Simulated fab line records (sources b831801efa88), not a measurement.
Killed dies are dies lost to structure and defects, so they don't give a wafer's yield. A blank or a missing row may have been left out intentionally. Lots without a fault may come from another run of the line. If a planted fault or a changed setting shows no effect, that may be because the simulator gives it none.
fab line records | flow sfq-line
[record] lots = 6 wafers = 18 last-day = 87
route steps=325 shown I1@77 M2@88 I2@103 M3@118 M8@325
lots with no fault: from the same line, run without faults
start-h: hours from the record's first day to the start of the lot's first wafer shown | wait-h: hours elapsed since this lot's preceding step | " repeats the value in the row above | L1.1+2: a single row standing in for several wafers | - either no value or no given start | * or withheld: withheld | < > ~ a bound
route shown NAME@n: NAME is a module with steps in the file, n the number in the route of the first one | usual: the fault-free wafers' mean and standard deviation | same: alike in all rows | chamber/n: place in a boat | sites: per-site readings | _std_site: their standard deviation | _edge_site: the outer-site mean with the inner-site mean subtracted | radius-mm: how far each site lies from the wafer's centre | mask NAME#n: copy n | behind: the last tool/chamber to shape the wafer | hold: what put the lot on hold/how long, in hours/how the hold closed | device: the transistor (n, p or np) that didn't switch | end of line: at the end of the route, the tests of the same wafers | a step given without rows: its recipe and nothing more | killed: at the first sort, the dies lost to defects and structure; wafer yield is something else | map: shows each die of a wafer: x if killed, . if not, _ if none is there
set.NAME: the setting the step ran with; set.NAME@STEP: the setting that earlier step ran with | model.NAME: the simulator's own value behind a step, which no gauge read
lots at selected steps of the route; one table per step, one row per wafer
services: from which hour (start-h, from the record's first day; less than 0 if before it) a tool's chamber was out of use, for how many hours, and why
[[steps]]
[step SFQ_TRILAYER_I1_VIA_LITHO_COAT_054]
[recipe] resist = BARC spin-rpm = 3000 resist-thk-nm = 62
[step SFQ_TRILAYER_I1_VIA_LITHO_COAT_049]
[recipe] resist = KrF spin-rpm = 3000 resist-thk-nm = 650
[step SFQ_TRILAYER_I1_VIA_LITHO_SOFTBAKE_053]
[recipe] temp-c = withheld time-s = withheld resist = KrF
[step SFQ_TRILAYER_I1_VIA_LITHO_EXPOSE_050]
[recipe] mask-id = I1 na = 0.6 source-shape = conventional sigma-outer = 0.65 target-cd-nm = 500 dose-mj = 21.3
[step SFQ_TRILAYER_I1_VIA_LITHO_PEB_052]
[recipe] peb-temp-c = 115 peb-time-s = 60 resist = KrF
[step SFQ_TRILAYER_I1_VIA_LITHO_DEVELOP_051]
[recipe] time-s = 60 resist = KrF
[step SFQ_I1_OVL_MEAS_913]
[usual] I1_OVL = 1/5.4
// columns lot.wafer tool chamber start-h wait-h I1_OVL[nm]
L826.2 overlay-02 - 607.91 0.1 12
L826.4 " - " " 10
L826.6 " - " " 7
L834.1 overlay-02 - 802.28 0.1 1
L834.2 " - " " 1
L834.5 " - " " 5
L837.1 overlay-02 - 816.68 0.1 2
L837.2 " - " " 11
L837.3 " - " " 5
L839.1 overlay-01 - 840.85 0.1 -1
L839.2 " - " " 1
L839.4 " - " " 2
L843.1 overlay-02 - 885.37 0.1 -1
L843.4 " - " " -2
L843.5 " - " " -3
L847.3 overlay-01 - 928.68 0.1 -11
L847.5 " - " " 1
L847.6 " - " " 5
[step SFQ_TRILAYER_I1_VIA_BARC_OPEN_VIA_ETCH_071]
[recipe] mask-material = PR chemistry = O2 target-depth-nm = 125 target = BARC source-w = 500 bias-w = 80 pressure-mtorr = 30 time-s = 41.7
[step SFQ_TRILAYER_I1_VIA_ETCH_VIA_ETCH_052]
[recipe] target = SiO2 stop-on = Nb mask-material = PR taper-deg = 20 chemistry = CHF3 target-depth-nm = 260 source-w = 500 bias-w = 80 pressure-mtorr = 30 time-s = withheld
[usual] drypump-motor-current-A = 5.7/0.64 oes-product-au = 0.855/0.005
// columns lot.wafer tool chamber start-h wait-h drypump-motor-current-A oes-product-au
L826.2 rie-diel-02 2 607.98 0.0 5.3 0.861
L826.4 " 0 " " 5.8 0.860
L826.6 " 2 " " 5.4 0.856
L834.1 rie-diel-01 3 802.36 0.0 6.7 0.859
L834.2 " 0 " " 5.3 0.853
L834.5 " 0 " " 5.3 0.855
L837.1 rie-diel-02 3 816.76 0.0 5.7 0.852
L837.2 " 0 " " 5.8 0.864
L837.3 " 2 " " 5.3 0.862
L839.1 rie-diel-03 2 840.92 0.0 5.2 0.852
L839.2 " 0 " " 6.3 0.844
L839.4 " 1 " " 6.5 0.847
L843.1 rie-diel-01 1 885.45 0.0 4.8 0.851
L843.4 " 3 " " 6.7 0.847
L843.5 " 0 " " 5.3 0.855
L847.3 rie-diel-02 2 928.75 0.0 5.3 0.855
L847.5 " 3 " " 5.7 0.862
L847.6 " 0 " " 5.9 0.849
[step SFQ_TRILAYER_I1_VIA_STRIP_STRIP_053]
[recipe] gas = O2 power-w = 200 platen-temp-c = 40 overash-fraction = 0.65 chemistry = O2 pressure-mtorr = 50
[step SFQ_TRILAYER_I1_VIA_STRIP_SOLV_CLEAN_054]
[recipe] chemistry = NMP temp-c = 70 time-s = 600
[step SFQ_TRILAYER_M2_DEP_PRE_CLEAN_056]
[recipe] gas = Ar time-s = 22.5 bias-v = 250
[step SFQ_TRILAYER_M2_DEP_SPUTTER_055]
[recipe] material = Nb base-pressure-pa = 1.33e-06 chamber-pressure-pa = 0.1333 substrate-temp-c = 20 resputter-cathode-voltage-v = 400 target-thk-nm = 200 power-w = 2000 time-s = 133.3
[usual] substrate-temp-c = 20.00/0.091 throttle-valve-pct = 29.7/1.1
// columns lot.wafer tool chamber start-h wait-h substrate-temp-c throttle-valve-pct model.Nb_of_TRILAYER_M2_DEP_SPUTTER_055.thk-nm
L826.2 pvd-sputter-04 - 608.89 0.0 19.89 29.7 196.9
L826.4 " - " " 19.88 30.6 198
L826.6 " - " " 19.99 27.7 196.8
L834.1 pvd-sputter-04 - 803.27 0.0 19.95 27.3 139.3
L834.2 " - " " 20.06 29.6 139.1
L834.5 " - " " 20.09 29.8 198
L837.1 pvd-sputter-04 - 817.67 0.0 20.04 29.6 141.5
L837.2 " - " " 20.16 27.5 141.3
L837.3 " - " " 19.89 30.7 201.2
L839.1 pvd-sputter-03 - 841.84 0.0 20.02 29.4 198.8
L839.2 " - " " 19.94 30.3 198.9
L839.4 " - " " 19.92 28.9 198.3
L843.1 pvd-sputter-04 - 886.38 0.0 20.03 27.7 193.9
L843.4 " - " " 19.99 29.5 196.7
L843.5 " - " " 20.02 30.9 195.2
L847.3 pvd-sputter-03 - 929.66 0.0 19.86 29.0 195.9
L847.5 " - " " 19.88 29.4 197.6
L847.6 " - " " 19.84 30.4 197.4
[step SFQ_M2_RS_MEAS_914]
[recipe] thk-meas-gauge = four-point-probe reads = Nb_of_TRILAYER_M2_DEP_SPUTTER_055
[usual] M2_NB_RS = 0.891/0.01
// columns lot.wafer tool chamber start-h wait-h M2_NB_RS[ohm/sq]
L826.2 film-metro-03 - 609.01 0.1 0.905
L826.4 " - " " 0.900
L826.6 " - " " 0.903
L834.1 film-metro-03 - 803.37 0.0 1.285
L834.2 " - " " 1.287
L834.5 " - " " 0.901
L837.1 film-metro-01 - 817.77 0.0 1.267
L837.2 " - " " 1.267
L837.3 " - " " 0.885
L839.1 film-metro-03 - 841.93 0.0 0.896
L839.2 " - " " 0.895
L839.4 " - " " 0.897
L843.1 film-metro-04 - 886.47 0.0 0.918
L843.4 " - " " 0.906
L843.5 " - " " 0.913
L847.3 film-metro-01 - 929.79 0.1 0.910
L847.5 " - " " 0.901
L847.6 " - " " 0.902
[step SFQ_TRILAYER_M2_LITHO_COAT_062]
[recipe] resist = BARC spin-rpm = 3000 resist-thk-nm = 62
[step SFQ_TRILAYER_M2_LITHO_COAT_057]
[recipe] resist = KrF spin-rpm = 3000 resist-thk-nm = 600
[step SFQ_TRILAYER_M2_LITHO_SOFTBAKE_061]
[recipe] temp-c = withheld time-s = withheld resist = KrF
[step SFQ_TRILAYER_M2_LITHO_EXPOSE_058]
[recipe] mask-id = M2 na = 0.6 source-shape = conventional sigma-outer = 0.65 target-cd-nm = 500 dose-mj = 14.4
[step SFQ_TRILAYER_M2_LITHO_PEB_060]
[recipe] peb-temp-c = 115 peb-time-s = 60 resist = KrF
[step SFQ_TRILAYER_M2_LITHO_DEVELOP_059]
[recipe] time-s = 60 resist = KrF
[step SFQ_M2_OVL_MEAS_916]
[usual] M2_OVL = -1/5.4
// columns lot.wafer tool chamber start-h wait-h M2_OVL[nm]
L826.2 overlay-02 - 754.29 0.1 -1
L826.4 " - " " -1
L826.6 " - " " -3
L834.1 overlay-02 - 807.09 0.1 -4
L834.2 " - " " -4
L834.5 " - " " -1
L837.1 overlay-02 - 820.20 0.1 -10
L837.2 " - " " -15
L837.3 " - " " -10
L839.1 overlay-01 - 844.48 0.1 -8
L839.2 " - " " -5
L839.4 " - " " -1
L843.1 overlay-01 - 1037.23 0.1 4
L843.4 " - " " 9
L843.5 " - " " 7
L847.3 overlay-01 - 1075.64 0.1 -3
L847.5 " - " " -1
L847.6 " - " " 7
[step SFQ_TRILAYER_M2_BARC_OPEN_METAL_ETCH_077]
[recipe] mask-material = PR chemistry = O2 target-depth-nm = 125 target = BARC icp-w = 600 bias-w = 80 pressure-mtorr = 10 time-s = 41.7
[usual] drypump-motor-current-A = 5.70/0.18 oes-product-au = 0.685/0.0045
// columns lot.wafer tool chamber start-h wait-h drypump-motor-current-A oes-product-au rf-hours-counter-h
L826.2 rie-metal-01 1 754.32 0.0 5.61 0.684 124
L826.4 " 0 " " 5.57 0.689 -
L826.6 " 1 " " 5.63 0.675 -
L834.1 rie-metal-04 1 807.12 0.0 5.92 0.687 120
L834.2 " 0 " " 5.82 0.685 130
L834.5 " 0 " " 5.80 0.691 -
L837.1 rie-metal-04 1 820.23 0.0 5.91 0.683 122
L837.2 " 0 " " 5.79 0.683 132
L837.3 " 0 " " 5.78 0.688 -
L839.1 rie-metal-02 1 844.52 0.0 5.38 0.682 58
L839.2 " 0 " " 5.66 0.685 12
L839.4 " 0 " " 5.71 0.686 -
L843.1 rie-metal-04 1 1037.27 0.0 5.94 0.680 16
L843.4 " 1 " " 5.93 0.683 -
L843.5 " 0 " " 5.79 0.685 -
L847.3 rie-metal-01 1 1075.69 0.0 5.59 0.683 -
L847.5 " 1 " " 5.62 0.679 -
L847.6 " 0 " " 5.59 0.695 -
[step SFQ_TRILAYER_M2_ETCH_METAL_ETCH_060]
[recipe] target = Nb stop-on = SiO2 mask-material = PR chemistry = Cl2/Ar target-depth-nm = 240 icp-w = 600 bias-w = 80 pressure-mtorr = 10 time-s = 120
[usual] drypump-motor-current-A = 5.69/0.18 oes-product-au = 0.893/0.008
// columns lot.wafer tool chamber start-h wait-h drypump-motor-current-A oes-product-au rf-hours-counter-h
L826.2 rie-metal-01 1 754.38 0.0 5.62 0.893 124
L826.4 " 0 " " 5.58 0.892 -
L826.6 " 1 " " 5.61 0.883 -
L834.1 rie-metal-04 1 807.18 0.0 5.93 0.736 120
L834.2 " 0 " " 5.78 0.740 130
L834.5 " 0 " " 5.79 0.880 -
L837.1 rie-metal-04 1 820.29 0.0 5.91 0.745 122
L837.2 " 0 " " 5.79 0.742 132
L837.3 " 0 " " 5.79 0.897 -
L839.1 rie-metal-02 1 844.58 0.0 5.39 0.893 58
L839.2 " 0 " " 5.71 0.894 12
L839.4 " 0 " " 5.69 0.890 -
L843.1 rie-metal-04 1 1037.33 0.0 5.91 0.876 17
L843.4 " 1 " " 5.92 0.886 -
L843.5 " 0 " " 5.81 0.865 -
L847.3 rie-metal-01 1 1075.77 0.1 5.61 0.879 -
L847.5 " 1 " " 5.62 0.887 -
L847.6 " 0 " " 5.57 0.895 -
[step SFQ_TRILAYER_M2_STRIP_STRIP_061]
[recipe] gas = O2 power-w = 200 platen-temp-c = 40 overash-fraction = 0.65 chemistry = O2 pressure-mtorr = 50
[step SFQ_TRILAYER_M2_STRIP_SOLV_CLEAN_062]
[recipe] chemistry = NMP temp-c = 70 time-s = 600
[step SFQ_TRILAYER_I2_DEP_PECVD_063]
[recipe] material = SiO2 temp-c = 150 time-s = 111.11 pressure-torr = 2.4 rf-w = 183.3 precursor = SiH4/N2O target-thk-nm = 500
[usual] chamber-pressure-Torr = 2.400/0.0057 heater-power-w = 83/11 throttle-valve-pct = 24.6/1.2
// columns lot.wafer tool chamber start-h wait-h chamber-pressure-Torr heater-power-w throttle-valve-pct
L826.2 pecvd-01 0 755.28 0.0 2.401 101 26.0
L826.4 " 0 " " 2.396 83 26.3
L826.6 " 1 " " 2.400 85 25.4
L834.1 pecvd-03 0 808.08 0.0 2.402 84 23.1
L834.2 " 1 " " 2.394 84 23.7
L834.5 " 0 " " 2.403 90 23.1
L837.1 pecvd-01 0 821.19 0.0 2.393 95 26.4
L837.2 " 1 " " 2.397 91 25.5
L837.3 " 2 " " 2.414 76 24.7
L839.1 pecvd-04 0 845.48 0.0 2.397 86 26.1
L839.2 " 2 " " 2.400 74 25.0
L839.4 " 2 " " 2.399 78 25.1
L843.1 pecvd-01 0 1038.23 0.0 2.399 94 23.0
L843.4 " 1 " " 2.409 94 22.1
L843.5 " 0 " " 2.399 95 22.9
L847.3 pecvd-03 0 1076.63 0.0 2.395 94 23.7
L847.5 " 2 " " 2.406 62 25.6
L847.6 " 0 " " 2.405 78 23.6
[step SFQ_TRILAYER_I2_CMP_CMP_064]
[recipe] material = SiO2 down-force-psi = 3 platen-rpm = 60 pad-velocity-m-s = 0.94248
[step SFQ_I2_BOW_MEAS_917]
[recipe] mode = bow
[usual] I2_BOW = 2/8.2
// columns lot.wafer tool chamber start-h wait-h I2_BOW[um]
L826.2 film-metro-04 - 760.36 1.5 3
L826.4 " - " " 1
L826.6 " - " " 14
L834.1 film-metro-01 - 811.76 2.0 5
L834.2 " - " " 9
L834.5 " - " " 6
L837.1 film-metro-01 - 826.76 2.0 -2
L837.2 " - " " -12
L837.3 " - " " -1
L839.1 film-metro-04 - 848.56 2.5 -2
L839.2 " - " " 7
L839.4 " - " " 8
L843.1 film-metro-01 - 1041.31 1.0 8
L843.4 " - " " -2
L843.5 " - " " 14
L847.3 film-metro-04 - 1079.75 2.5 -5
L847.5 " - " " 5
L847.6 " - " " 2
[step SFQ_TRILAYER_I2_METRO_MEASURE_065]
[usual] thk-nm = 199.9/0.86
// columns lot.wafer tool chamber start-h wait-h thk-nm
L826.2 film-metro-04 - 760.66 0.3 201.0
L826.4 " - " " 200.5
L826.6 " - " " 198.5
L834.1 film-metro-01 - 811.88 0.1 199.1
L834.2 " - " " 199.5
L834.5 " - " " 201.0
L837.1 film-metro-01 - 826.88 0.1 200.6
L837.2 " - " " 201.3
L837.3 " - " " 200.1
L839.1 film-metro-04 - 848.68 0.1 199.9
L839.2 " - " " 199.8
L839.4 " - " " 200.3
L843.1 film-metro-01 - 1041.43 0.1 199.9
L843.4 " - " " 200.3
L843.5 " - " " 200.8
L847.3 film-metro-04 - 1080.23 0.5 199.5
L847.5 " - " " 201.3
L847.6 " - " " 200.1
[step SFQ_TRILAYER_I2_VIA_LITHO_COAT_072]
[recipe] resist = BARC spin-rpm = 3000 resist-thk-nm = 62
[step SFQ_TRILAYER_I2_VIA_LITHO_COAT_067]
[recipe] resist = KrF spin-rpm = 3000 resist-thk-nm = 650
[step SFQ_TRILAYER_I2_VIA_LITHO_SOFTBAKE_071]
[recipe] temp-c = withheld time-s = withheld resist = KrF
[step SFQ_TRILAYER_I2_VIA_LITHO_EXPOSE_068]
[recipe] mask-id = I2 na = 0.6 source-shape = conventional sigma-outer = 0.65 target-cd-nm = 500 dose-mj = 21.3
[step SFQ_TRILAYER_I2_VIA_LITHO_PEB_070]
[recipe] peb-temp-c = 115 peb-time-s = 60 resist = KrF
[step SFQ_TRILAYER_I2_VIA_LITHO_DEVELOP_069]
[recipe] time-s = 60 resist = KrF
[step SFQ_I2_OVL_MEAS_918]
[usual] I2_OVL = 1/4.9
// columns lot.wafer tool chamber start-h wait-h I2_OVL[nm]
L826.2 overlay-01 - 913.08 0.1 14
L826.4 " - " " 7
L826.6 " - " " 6
L834.1 overlay-02 - 960.31 0.1 -1
L834.2 " - " " -4
L834.5 " - " " -3
L837.1 overlay-01 - 978.31 0.1 -4
L837.2 " - " " 4
L837.3 " - " " 2
L839.1 overlay-02 - 998.71 0.1 4
L839.2 " - " " 0
L839.4 " - " " 4
L843.1 overlay-01 - 1161.06 0.1 -7
L843.4 " - " " -6
L843.5 " - " " -5
L847.3 overlay-01 - 1183.92 0.1 1
L847.5 " - " " 0
L847.6 " - " " -4
[step SFQ_TRILAYER_I2_VIA_BARC_OPEN_VIA_ETCH_096]
[recipe] mask-material = PR chemistry = O2 target-depth-nm = 125 target = BARC source-w = 500 bias-w = 80 pressure-mtorr = 30 time-s = 41.7
[usual] drypump-motor-current-A = 5.7/0.61 oes-product-au = 0.685/0.0044
// columns lot.wafer tool chamber start-h wait-h drypump-motor-current-A oes-product-au rf-hours-counter-h
L826.2 rie-diel-04 2 913.11 0.0 5.5 0.690 1
L826.4 " 0 " " 5.4 0.687 6
L826.6 " 0 " " 5.3 0.681 -
L834.1 rie-diel-01 2 960.34 0.0 6.7 0.687 1
L834.2 " 1 " " 4.8 0.689 14
L834.5 " 0 " " 5.3 0.684 -
L837.1 rie-diel-01 3 978.34 0.0 6.7 0.685 6
L837.2 " 1 " " 4.8 0.690 15
L837.3 " 2 " " 6.7 0.689 2
L839.1 rie-diel-02 2 998.74 0.0 5.4 0.680 9
L839.2 " 3 " " 5.7 0.672 20
L839.4 " 0 " " 5.8 0.679 18
L843.1 rie-diel-04 2 1161.09 0.0 5.5 0.688 3
L843.4 " 1 " " 5.3 0.689 8
L843.5 " 2 " " 5.5 0.680 -
L847.3 rie-diel-01 0 1183.94 0.0 5.2 0.686 13
L847.5 " 0 " " 5.3 0.684 -
L847.6 " 2 " " 6.7 0.680 -
[step SFQ_TRILAYER_I2_VIA_ETCH_VIA_ETCH_070]
[recipe] target = SiO2 stop-on = Nb mask-material = PR taper-deg = 20 chemistry = CHF3 target-depth-nm = 260 source-w = 500 bias-w = 80 pressure-mtorr = 30 time-s = withheld
[step SFQ_TRILAYER_I2_VIA_STRIP_STRIP_071]
[recipe] gas = O2 power-w = 200 platen-temp-c = 40 overash-fraction = 0.65 chemistry = O2 pressure-mtorr = 50
[step SFQ_TRILAYER_I2_VIA_STRIP_SOLV_CLEAN_072]
[recipe] chemistry = NMP temp-c = 70 time-s = 600
[step SFQ_TRILAYER_M3_DEP_PRE_CLEAN_074]
[recipe] gas = Ar time-s = 22.5 bias-v = 250
[step SFQ_M8_BOW_MEAS_951]
[recipe] mode = bow
[usual] M8_BOW = 9/7.9
// columns lot.wafer tool chamber start-h wait-h M8_BOW[um] model.etest.m2.ohm-um model.etest.i1.link-ohm model.etest.m2.ohm-sq model.etest.i2.link-ohm
L826.2 film-metro-02 - 1994.10 0.0 6 1.805 1.991 0.9041 1.992
L826.4 " - " " 5 1.794 1.982 0.8991 1.994
L826.6 " - " " 18 1.81 2.001 0.9046 1.991
L834.1 film-metro-02 - 2023.27 0.0 10 2.552 2.44 1.278 2.352
L834.2 " - " " 13 2.557 2.437 1.28 2.362
L834.5 " - " " 9 1.79 1.984 0.899 1.971
L837.1 film-metro-04 - 2026.87 0.0 23 2.522 2.426 1.258 2.353
L837.2 " - " " 12 2.517 2.423 1.26 2.353
L837.3 " - " " 23 1.77 1.962 0.8847 1.984
L839.1 film-metro-04 - 2035.27 0.0 6 1.779 1.977 0.8954 1.979
L839.2 " - " " 16 1.792 1.959 0.8949 1.979
L839.4 " - " " 17 1.797 1.967 0.8977 1.984
L843.1 film-metro-01 - 2064.32 0.0 15 1.841 2.004 0.9182 1.988
L843.4 " - " " 4 1.808 1.985 0.9051 1.986
L843.5 " - " " 21 1.83 1.984 0.9118 2
L847.3 film-metro-02 - 2095.16 0.0 1 1.808 1.992 0.9086 1.985
L847.5 " - " " 11 1.79 1.982 0.9008 1.968
L847.6 " - " " 8 1.789 1.978 0.9018 1.976
[[services]]
// columns tool chamber start-h hours kind
rie-diel-01 0 587.33 6.4 repair
rie-diel-01 - 605.49 4.0 repair
rie-diel-01 1 622.52 1.7 repair
rie-metal-04 - 623.98 1.4 pm
rie-diel-02 0 653.11 1.3 repair
rie-diel-01 - 693.11 2.8 pm
rie-diel-01 0 717.57 9.6 repair
pvd-sputter-04 - 718.66 2.5 repair
rie-diel-02 3 738.68 5.3 repair
rie-diel-01 - 757.86 0.3 repair
rie-metal-04 0 793.62 7.3 repair
rie-diel-01 2 813.13 2.6 repair
rie-metal-04 - 828.27 1.7 repair
rie-diel-01 1 832.27 9.7 repair
rie-metal-04 1 861.26 5.8 repair
rie-diel-01 3 893.14 1.7 repair
rie-diel-01 3 896.08 6.3 repair
rie-metal-04 - 915.31 2.8 pm
rie-diel-01 0 948.08 7.6 repair
rie-diel-01 0 1039.61 12.9 repair
rie-metal-04 1 1059.76 7.1 repair
rie-metal-04 - 1082.37 1.4 repair
rie-diel-01 3 1113.61 7.6 repair
rie-diel-01 3 1176.94 7.6 repair
[[key]]
[first-sign] step = SFQ_M2_RS_MEAS_914 reading = M2_NB_RS direction = up sigmas = 37 usual = 0.891 struck = 1.276
[effect] step = SFQ_TRILAYER_M2_ETCH_METAL_ETCH_060 reading = oes-product-au direction = down sigmas = 19 usual = 0.893 struck = 0.741
[model-effect] step = SFQ_TRILAYER_M2_DEP_SPUTTER_055 value = Nb_of_TRILAYER_M2_DEP_SPUTTER_055.thk-nm without = 199 struck = 140.3
[model-effect] step = SFQ_M8_BOW_MEAS_951 value = etest.m2.ohm-um without = 1.788 struck = 2.537
met-at SFQ_TRILAYER_M2_DEP_SPUTTER_055
struck-wafers L834.1,L834.2,L837.1,L837.2
onset-between 608.89 803.27
[fault] kind = process-parameter-drift tool = pvd-sputter-04 chamber = - onset-h = 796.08 steps = SFQ_TRILAYER_M2_DEP_SPUTTER_055 channel = target-thk-nm offset = -58.736 shape = step end-h = 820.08 scope = struck-wafers-only acts-in = these-recipes-only stated = 200
